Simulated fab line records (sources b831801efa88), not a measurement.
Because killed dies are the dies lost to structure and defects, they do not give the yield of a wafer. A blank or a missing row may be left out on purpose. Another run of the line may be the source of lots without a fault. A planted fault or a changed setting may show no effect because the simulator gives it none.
Which tool did it? :: flow sky130 :: 24 lots with 72 wafers sampled at 6 steps, on a route of 708 steps

== WHAT EACH GAUGE READ, for each wafer ==
SKY_POLY_GATE_THK_MEAS_01.
lot: L074
measured: day 13 18:10
on: filmMetro-03
POLY_GATE_CVD_00_THK (nm): 180.4 181.8 180.3

lot: L075
measured: day 14 07:32
on: filmMetro-03
POLY_GATE_CVD_00_THK (nm): 178.9 179.0 180.3

lot: L076
measured: day 14 15:16
on: filmMetro-04
POLY_GATE_CVD_00_THK (nm): 179.2 179.7 178.9

lot: L077
measured: day 15 03:09
on: filmMetro-01
POLY_GATE_CVD_00_THK (nm): 179.2 180.0 179.5

lot: L078
measured: day 15 14:38
on: filmMetro-03
POLY_GATE_CVD_00_THK (nm): 176.8 176.1 176.5

lot: L079
measured: day 16 03:04
on: filmMetro-04
POLY_GATE_CVD_00_THK (nm): 180.2 181.3 181.3

lot: L080
measured: day 16 09:22
on: filmMetro-03
POLY_GATE_CVD_00_THK (nm): 179.1 179.7 178.0

lot: L081
measured: day 16 09:22
on: filmMetro-04
POLY_GATE_CVD_00_THK (nm): 177.7 178.0 177.4

lot: L082
measured: day 16 20:15
on: filmMetro-03
POLY_GATE_CVD_00_THK (nm): 180.0 181.0 180.5

lot: L083
measured: day 17 05:59
on: filmMetro-04
POLY_GATE_CVD_00_THK (nm): 183.1 183.9 182.5

lot: L084
measured: day 17 19:50
on: filmMetro-04
POLY_GATE_CVD_00_THK (nm): 180.2 179.7 180.2

lot: L085
measured: day 18 00:17
on: filmMetro-03
POLY_GATE_CVD_00_THK (nm): 182.1 181.2 183.1

lot: L086
measured: day 18 05:08
on: filmMetro-03
POLY_GATE_CVD_00_THK (nm): 179.8 181.9 181.3

lot: L087
measured: day 18 14:41
on: filmMetro-04
POLY_GATE_CVD_00_THK (nm): 182.5 181.7 183.2

lot: L088
measured: day 18 21:25
on: filmMetro-01
POLY_GATE_CVD_00_THK (nm): 180.5 179.8 180.6

lot: L089
measured: day 19 08:32
on: filmMetro-01
POLY_GATE_CVD_00_THK (nm): 181.1 180.8 179.5

lot: L090
measured: day 19 12:58
on: filmMetro-03
POLY_GATE_CVD_00_THK (nm): 180.9 179.3 182.2

lot: L091
measured: day 19 22:36
on: filmMetro-01
POLY_GATE_CVD_00_THK (nm): 178.3 178.9 178.4

lot: L092
measured: day 20 09:37
on: filmMetro-03
POLY_GATE_CVD_00_THK (nm): 180.0 181.3 180.4

lot: L093
measured: day 20 18:22
on: filmMetro-04
POLY_GATE_CVD_00_THK (nm): 181.9 182.4 183.4

lot: L094
measured: day 20 21:44
on: filmMetro-01
POLY_GATE_CVD_00_THK (nm): 178.3 178.6 178.7

lot: L095
measured: day 21 11:20
on: filmMetro-04
POLY_GATE_CVD_00_THK (nm): 182.1 183.3 183.3

lot: L096
measured: day 21 15:49
on: filmMetro-01
POLY_GATE_CVD_00_THK (nm): 177.9 178.5 177.4

lot: L097
measured: day 22 02:04
on: filmMetro-04
POLY_GATE_CVD_00_THK (nm): 179.1 180.7 181.5

SKY_VIA3_THK_MEAS_01.
lot: L074
measured: day 38 13:12
on: filmMetro-03
VIA3_HDPCVD_THK (nm): 1665 1628 1660

lot: L075
measured: day 39 04:01
on: filmMetro-03
VIA3_HDPCVD_THK (nm): 1621 1622 1639

lot: L076
measured: day 39 08:51
on: filmMetro-03
VIA3_HDPCVD_THK (nm): 1637 1620 1638

lot: L077
measured: day 39 19:56
on: filmMetro-03
VIA3_HDPCVD_THK (nm): 1637 1641 1633

lot: L078
measured: day 40 09:43
on: filmMetro-03
VIA3_HDPCVD_THK (nm): 1660 1664 1668

lot: L079
measured: day 40 18:37
on: filmMetro-04
VIA3_HDPCVD_THK (nm): 1652 1629 1624

lot: L080
measured: day 41 00:25
on: filmMetro-03
VIA3_HDPCVD_THK (nm): 1640 1651 1641

lot: L081
measured: day 40 23:03
on: filmMetro-04
VIA3_HDPCVD_THK (nm): 1658 1648 1646

lot: L082
measured: day 41 10:01
on: filmMetro-01
VIA3_HDPCVD_THK (nm): 1623 1621 1640

lot: L083
measured: day 41 13:13
on: filmMetro-04
VIA3_HDPCVD_THK (nm): 1621 1641 1618

lot: L084
measured: day 42 04:39
on: filmMetro-01
VIA3_HDPCVD_THK (nm): 1608 1614 1616

lot: L085
measured: day 42 06:34
on: filmMetro-04
VIA3_HDPCVD_THK (nm): 1632 1607 1637

lot: L086
measured: day 42 14:12
on: filmMetro-03
VIA3_HDPCVD_THK (nm): 1601 1639 1602

lot: L087
measured: day 42 18:51
on: filmMetro-01
VIA3_HDPCVD_THK (nm): 1604 1623 1595

lot: L088
measured: day 43 00:41
on: filmMetro-03
VIA3_HDPCVD_THK (nm): 1617 1646 1646

lot: L089
measured: day 43 06:41
on: filmMetro-03
VIA3_HDPCVD_THK (nm): 1627 1634 1616

lot: L090
measured: day 43 08:43
on: filmMetro-03
VIA3_HDPCVD_THK (nm): 1629 1643 1612

lot: L091
measured: day 43 16:34
on: filmMetro-03
VIA3_HDPCVD_THK (nm): 1652 1632 1632

lot: L092
measured: day 44 03:37
on: filmMetro-04
VIA3_HDPCVD_THK (nm): 1631 1610 1617

lot: L093
measured: day 44 07:57
on: filmMetro-04
VIA3_HDPCVD_THK (nm): 1659 1656 1651

lot: L094
measured: day 44 14:02
on: filmMetro-03
VIA3_HDPCVD_THK (nm): 1645 1615 1624

lot: L095
measured: day 44 21:58
on: filmMetro-04
VIA3_HDPCVD_THK (nm): 1657 1620 1612

lot: L096
measured: day 45 00:06
on: filmMetro-01
VIA3_HDPCVD_THK (nm): 1666 1629 1630

lot: L097
measured: day 45 05:02
on: filmMetro-04
VIA3_HDPCVD_THK (nm): 1627 1632 1614

SKY_METAL4_OVL_MEAS_14.
lot: L074
measured: day 41 19:35
on: overlay-01
METAL4_OVL (nm): -3 -4 0

lot: L075
measured: day 42 08:29
on: overlay-02
METAL4_OVL (nm): -7 -3 -6

lot: L076
measured: day 42 13:26
on: overlay-01
METAL4_OVL (nm): 13 14 6

lot: L077
measured: day 43 00:23
on: overlay-02
METAL4_OVL (nm): 3 8 -1

lot: L078
measured: day 43 14:28
on: overlay-02
METAL4_OVL (nm): 0 -3 -1

lot: L079
measured: day 43 21:59
on: overlay-01
METAL4_OVL (nm): -2 1 3

lot: L080
measured: day 44 02:41
on: overlay-02
METAL4_OVL (nm): -1 2 8

lot: L081
measured: day 44 01:59
on: overlay-01
METAL4_OVL (nm): -2 -2 3

lot: L082
measured: day 44 11:30
on: overlay-01
METAL4_OVL (nm): 8 3 3

lot: L083
measured: day 44 14:46
on: overlay-02
METAL4_OVL (nm): 7 3 0

lot: L084
measured: day 45 05:30
on: overlay-02
METAL4_OVL (nm): 1 2 -2

lot: L085
measured: day 45 06:40
on: overlay-01
METAL4_OVL (nm): -1 -1 0

lot: L086
measured: day 45 14:36
on: overlay-02
METAL4_OVL (nm): 5 -1 2

lot: L087
measured: day 45 18:11
on: overlay-01
METAL4_OVL (nm): 3 -6 -3

lot: L088
measured: day 45 22:20
on: overlay-02
METAL4_OVL (nm): 3 -3 -2

lot: L089
measured: day 46 05:17
on: overlay-01
METAL4_OVL (nm): -12 -10 -1

lot: L090
measured: day 46 05:56
on: overlay-02
METAL4_OVL (nm): 2 -1 4

lot: L091
measured: day 46 12:29
on: overlay-02
METAL4_OVL (nm): 4 5 -5

lot: L092
measured: day 46 21:15
on: overlay-02
METAL4_OVL (nm): 4 3 12

lot: L093
measured: day 47 00:41
on: overlay-01
METAL4_OVL (nm): -1 -2 -3

lot: L094
measured: day 47 05:59
on: overlay-02
METAL4_OVL (nm): 3 9 7

lot: L095
measured: day 47 12:23
on: overlay-01
METAL4_OVL (nm): 0 6 2

lot: L096
measured: day 47 15:09
on: overlay-01
METAL4_OVL (nm): 9 0 8

lot: L097
measured: day 47 20:24
on: overlay-02
METAL4_OVL (nm): 5 12 4

SKY_PAD_OPEN_BOW_MEAS_13.
lot: L074
measured: day 45 21:54
on: filmMetro-03
PAD_OPEN_BOW (um): 33 28 30

lot: L075
measured: day 46 08:53
on: filmMetro-02
PAD_OPEN_BOW (um): 55 66 68

lot: L076
measured: day 46 12:46
on: filmMetro-03
PAD_OPEN_BOW (um): 42 49 31

lot: L077
measured: day 46 20:05
on: filmMetro-04
PAD_OPEN_BOW (um): 50 46 46

lot: L078
measured: day 47 07:06
on: filmMetro-02
PAD_OPEN_BOW (um): 41 44 38

lot: L079
measured: day 47 14:10
on: filmMetro-03
PAD_OPEN_BOW (um): 54 64 58

lot: L080
measured: day 47 19:32
on: filmMetro-02
PAD_OPEN_BOW (um): 41 34 63

lot: L081
measured: day 47 18:53
on: filmMetro-04
PAD_OPEN_BOW (um): 42 48 46

lot: L082
measured: day 48 03:26
on: filmMetro-03
PAD_OPEN_BOW (um): 47 64 41

lot: L083
measured: day 48 07:21
on: filmMetro-04
PAD_OPEN_BOW (um): 58 64 55

lot: L084
measured: day 48 21:13
on: filmMetro-03
PAD_OPEN_BOW (um): 55 57 54

lot: L085
measured: day 48 21:35
on: filmMetro-03
PAD_OPEN_BOW (um): 32 48 35

lot: L086
measured: day 49 05:24
on: filmMetro-02
PAD_OPEN_BOW (um): 44 33 37

lot: L087
measured: day 49 08:39
on: filmMetro-04
PAD_OPEN_BOW (um): 53 46 45

lot: L088
measured: day 49 11:15
on: filmMetro-04
PAD_OPEN_BOW (um): 59 40 49

lot: L089
measured: day 49 16:48
on: filmMetro-04
PAD_OPEN_BOW (um): 40 42 29

lot: L090
measured: day 49 17:46
on: filmMetro-02
PAD_OPEN_BOW (um): 40 45 37

lot: L091
measured: day 50 00:59
on: filmMetro-03
PAD_OPEN_BOW (um): 46 62 49

lot: L092
measured: day 50 06:29
on: filmMetro-04
PAD_OPEN_BOW (um): 40 40 46

lot: L093
measured: day 50 08:58
on: filmMetro-03
PAD_OPEN_BOW (um): 42 45 45

lot: L094
measured: day 50 12:53
on: filmMetro-03
PAD_OPEN_BOW (um): 48 36 39

lot: L095
measured: day 50 18:56
on: filmMetro-04
PAD_OPEN_BOW (um): 42 44 49

lot: L096
measured: day 50 20:46
on: filmMetro-02
PAD_OPEN_BOW (um): 41 46 58

lot: L097
measured: day 51 00:36
on: filmMetro-03
PAD_OPEN_BOW (um): 50 57 47

== WHICH TOOL RAN EACH LOT (tool, then ch and the chambers of the sampled wafers, then the start) ==
lot: L074
SKY_METAL2_SPUTTER_03: pvdSputter-02, day 33 23:08
SKY_METAL2_DESCUM_17: rieMetal-02 ch 0,1, day 35 02:19

lot: L075
SKY_METAL2_SPUTTER_03: pvdSputter-01, day 34 14:40
SKY_METAL2_DESCUM_17: rieMetal-03 ch 0,1, day 35 16:13

lot: L076
SKY_METAL2_SPUTTER_03: pvdSputter-01, day 34 20:49
SKY_METAL2_DESCUM_17: rieMetal-01 ch 0,1, day 35 23:27

lot: L077
SKY_METAL2_SPUTTER_03: pvdSputter-02, day 35 06:59
SKY_METAL2_DESCUM_17: rieMetal-03 ch 0,1, day 36 09:41

lot: L078
SKY_METAL2_SPUTTER_03: pvdSputter-04, day 35 21:44
SKY_METAL2_DESCUM_17: rieMetal-02 ch 0,1, day 37 00:15

lot: L079
SKY_METAL2_SPUTTER_03: pvdSputter-02, day 36 06:31
SKY_METAL2_DESCUM_17: rieMetal-01 ch 0, day 37 09:19

lot: L080
SKY_METAL2_SPUTTER_03: pvdSputter-02, day 36 13:54
SKY_METAL2_DESCUM_17: rieMetal-01 ch 0,1, day 37 16:16

lot: L081
SKY_METAL2_SPUTTER_03: pvdSputter-04, day 36 14:12
SKY_METAL2_DESCUM_17: rieMetal-02 ch 0,1, day 37 16:28

lot: L082
SKY_METAL2_SPUTTER_03: pvdSputter-02, day 37 00:05
SKY_METAL2_DESCUM_17: rieMetal-03 ch 0,1, day 38 01:52

lot: L083
SKY_METAL2_SPUTTER_03: pvdSputter-04, day 37 05:04
SKY_METAL2_DESCUM_17: rieMetal-03 ch 0,1, day 38 06:57

lot: L084
SKY_METAL2_SPUTTER_03: pvdSputter-04, day 37 20:26
SKY_METAL2_DESCUM_17: rieMetal-01 ch 0,1, day 38 21:22

lot: L085
SKY_METAL2_SPUTTER_03: pvdSputter-01, day 37 22:05
SKY_METAL2_DESCUM_17: rieMetal-03 ch 0,1, day 39 00:01

lot: L086
SKY_METAL2_SPUTTER_03: pvdSputter-02, day 38 05:56
SKY_METAL2_DESCUM_17: rieMetal-03 ch 0,1, day 39 07:13

lot: L087
SKY_METAL2_SPUTTER_03: pvdSputter-04, day 38 11:31
SKY_METAL2_DESCUM_17: rieMetal-01 ch 0,1, day 39 13:04

lot: L088
SKY_METAL2_SPUTTER_03: pvdSputter-02, day 38 17:21
SKY_METAL2_DESCUM_17: rieMetal-01 ch 0, day 39 18:43

lot: L089
SKY_METAL2_SPUTTER_03: pvdSputter-02, day 38 23:26
SKY_METAL2_DESCUM_17: rieMetal-03 ch 0,1, day 40 01:04

lot: L090
SKY_METAL2_SPUTTER_03: pvdSputter-02, day 39 02:35
SKY_METAL2_DESCUM_17: rieMetal-01 ch 0, day 40 03:40

lot: L091
SKY_METAL2_SPUTTER_03: pvdSputter-01, day 39 09:43
SKY_METAL2_DESCUM_17: rieMetal-01 ch 0,1, day 40 10:43

lot: L092
SKY_METAL2_SPUTTER_03: pvdSputter-02, day 39 22:21
SKY_METAL2_DESCUM_17: rieMetal-03 ch 0,1, day 40 23:19

lot: L093
SKY_METAL2_SPUTTER_03: pvdSputter-01, day 40 01:19
SKY_METAL2_DESCUM_17: rieMetal-02 ch 0,1, day 41 02:37

lot: L094
SKY_METAL2_SPUTTER_03: pvdSputter-01, day 40 09:07
SKY_METAL2_DESCUM_17: rieMetal-01 ch 0,1, day 41 10:31

lot: L095
SKY_METAL2_SPUTTER_03: pvdSputter-04, day 40 18:08
SKY_METAL2_DESCUM_17: rieMetal-01 ch 0,1, day 41 19:16

lot: L096
SKY_METAL2_SPUTTER_03: pvdSputter-04, day 40 20:38
SKY_METAL2_DESCUM_17: rieMetal-02 ch 0,1, day 41 22:07

lot: L097
SKY_METAL2_SPUTTER_03: pvdSputter-02, day 41 02:34
SKY_METAL2_DESCUM_17: rieMetal-02 ch 0,1, day 42 03:12
- SKY_METAL2_SPUTTER_03: material Ti, target thk 5 nm, time 3.3 s.
- SKY_METAL2_DESCUM_17: chemistry O2, time 8 s.

== AS READ BY THE TOOLS THEMSELVES (means over the sampled wafers that have a number; for cases with no such wafer, the mark the record gives instead) ==
SKY_METAL2_SPUTTER_03.
lot: L074
tool: pvdSputter-02
throttleValvePct (%): 29.8

lot: L075
tool: pvdSputter-01
throttleValvePct (%): 30.0

lot: L076
tool: pvdSputter-01
throttleValvePct (%): 29.2

lot: L077
tool: pvdSputter-02
throttleValvePct (%): 29.6

lot: L078
tool: pvdSputter-04
throttleValvePct (%): 29.7

lot: L079
tool: pvdSputter-02
throttleValvePct (%): 29.5

lot: L080
tool: pvdSputter-02
throttleValvePct (%): 29.1

lot: L081
tool: pvdSputter-04
throttleValvePct (%): 30.5

lot: L082
tool: pvdSputter-02
throttleValvePct (%): 29.1

lot: L083
tool: pvdSputter-04
throttleValvePct (%): 29.8

lot: L084
tool: pvdSputter-04
throttleValvePct (%): 30.3

lot: L085
tool: pvdSputter-01
throttleValvePct (%): 29.4

lot: L086
tool: pvdSputter-02
throttleValvePct (%): 29.3

lot: L087
tool: pvdSputter-04
throttleValvePct (%): 30.4

lot: L088
tool: pvdSputter-02
throttleValvePct (%): 29.6

lot: L089
tool: pvdSputter-02
throttleValvePct (%): 29.1

lot: L090
tool: pvdSputter-02
throttleValvePct (%): 28.7

lot: L091
tool: pvdSputter-01
throttleValvePct (%): 29.6

lot: L092
tool: pvdSputter-02
throttleValvePct (%): 29.1

lot: L093
tool: pvdSputter-01
throttleValvePct (%): 29.3

lot: L094
tool: pvdSputter-01
throttleValvePct (%): 29.6

lot: L095
tool: pvdSputter-04
throttleValvePct (%): 29.8

lot: L096
tool: pvdSputter-04
throttleValvePct (%): 30.4

lot: L097
tool: pvdSputter-02
throttleValvePct (%): 29.5

SKY_METAL2_DESCUM_17.
lot: L074
tool: rieMetal-02
drypumpMotorCurrentA (A): 6.2
oesProductAu (a.u.): 1.005
rfFwdPowerW (W): 147.6

lot: L075
tool: rieMetal-03
drypumpMotorCurrentA (A): 5.3
oesProductAu (a.u.): 1.002
rfFwdPowerW (W): 145.8

lot: L076
tool: rieMetal-01
drypumpMotorCurrentA (A): 5.0
oesProductAu (a.u.): 1.005
rfFwdPowerW (W): 146.4

lot: L077
tool: rieMetal-03
drypumpMotorCurrentA (A): 5.5
oesProductAu (a.u.): 1.009
rfFwdPowerW (W): 146.1

lot: L078
tool: rieMetal-02
drypumpMotorCurrentA (A): 6.2
oesProductAu (a.u.): 0.990
rfFwdPowerW (W): 147.2

lot: L079
tool: rieMetal-01
drypumpMotorCurrentA (A): 5.3
oesProductAu (a.u.): 1.009
rfFwdPowerW (W): 146.0

lot: L080
tool: rieMetal-01
drypumpMotorCurrentA (A): 5.1
oesProductAu (a.u.): 1.000
rfFwdPowerW (W): 145.8

lot: L081
tool: rieMetal-02
drypumpMotorCurrentA (A): 6.1
oesProductAu (a.u.): 1.003
rfFwdPowerW (W): 147.8

lot: L082
tool: rieMetal-03
drypumpMotorCurrentA (A): 5.3
oesProductAu (a.u.): 1.020
rfFwdPowerW (W): 146.4

lot: L083
tool: rieMetal-03
drypumpMotorCurrentA (A): 5.3
oesProductAu (a.u.): 1.013
rfFwdPowerW (W): 146.3

lot: L084
tool: rieMetal-01
drypumpMotorCurrentA (A): 5.0
oesProductAu (a.u.): 1.001
rfFwdPowerW (W): 147.1

lot: L085
tool: rieMetal-03
drypumpMotorCurrentA (A): 5.6
oesProductAu (a.u.): 1.013
rfFwdPowerW (W): 146.4

lot: L086
tool: rieMetal-03
drypumpMotorCurrentA (A): 5.5
oesProductAu (a.u.): 1.010
rfFwdPowerW (W): 146.1

lot: L087
tool: rieMetal-01
drypumpMotorCurrentA (A): 5.1
oesProductAu (a.u.): 1.003
rfFwdPowerW (W): 146.0

lot: L088
tool: rieMetal-01
drypumpMotorCurrentA (A): 5.2
oesProductAu (a.u.): 1.005
rfFwdPowerW (W): 146.0

lot: L089
tool: rieMetal-03
drypumpMotorCurrentA (A): 5.5
oesProductAu (a.u.): 1.003
rfFwdPowerW (W): 146.4

lot: L090
tool: rieMetal-01
drypumpMotorCurrentA (A): 5.3
oesProductAu (a.u.): 1.002
rfFwdPowerW (W): 146.3

lot: L091
tool: rieMetal-01
drypumpMotorCurrentA (A): 5.0
oesProductAu (a.u.): 0.992
rfFwdPowerW (W): 147.3

lot: L092
tool: rieMetal-03
drypumpMotorCurrentA (A): 5.3
oesProductAu (a.u.): 1.017
rfFwdPowerW (W): 146.3

lot: L093
tool: rieMetal-02
drypumpMotorCurrentA (A): 6.3
oesProductAu (a.u.): 1.008
rfFwdPowerW (W): 148.0

lot: L094
tool: rieMetal-01
drypumpMotorCurrentA (A): 5.1
oesProductAu (a.u.): 1.008
rfFwdPowerW (W): 146.8

lot: L095
tool: rieMetal-01
drypumpMotorCurrentA (A): 5.0
oesProductAu (a.u.): 0.995
rfFwdPowerW (W): 146.6

lot: L096
tool: rieMetal-02
drypumpMotorCurrentA (A): 6.2
oesProductAu (a.u.): 0.992
rfFwdPowerW (W): 147.3

lot: L097
tool: rieMetal-02
drypumpMotorCurrentA (A): 6.1
oesProductAu (a.u.): 1.000
rfFwdPowerW (W): 147.6

== THE ANSWER, worked out from the rows above alone ==
Rule: the lots themselves supply what counts as usual. The widest of any qualifying gaps counts: lots, ordered by their means at a reading, are off when they make up no more than a third of the lots, leave a main group of 4 or more, and stand apart from it by 3 or more times the standard deviation of that group's means. A main group is skipped when, at the precision printed for the reading in the tables above, its means are all equal. A lot without any number at a reading at which 4 lots or more have one is off too. Any other lot the step has rows for is counted as sound. After the gauges, taken in route order, come the tools' own readings; for these a lot's mean is taken, as printed above. The first step at which some lot is off is used, and at that step the reading that is off furthest; a lot without a number counts as furthest.
Across all readings shown, no lot is off: no conclusion can be drawn from this.

== WHAT THE SIMULATOR HAD PUT IN ==
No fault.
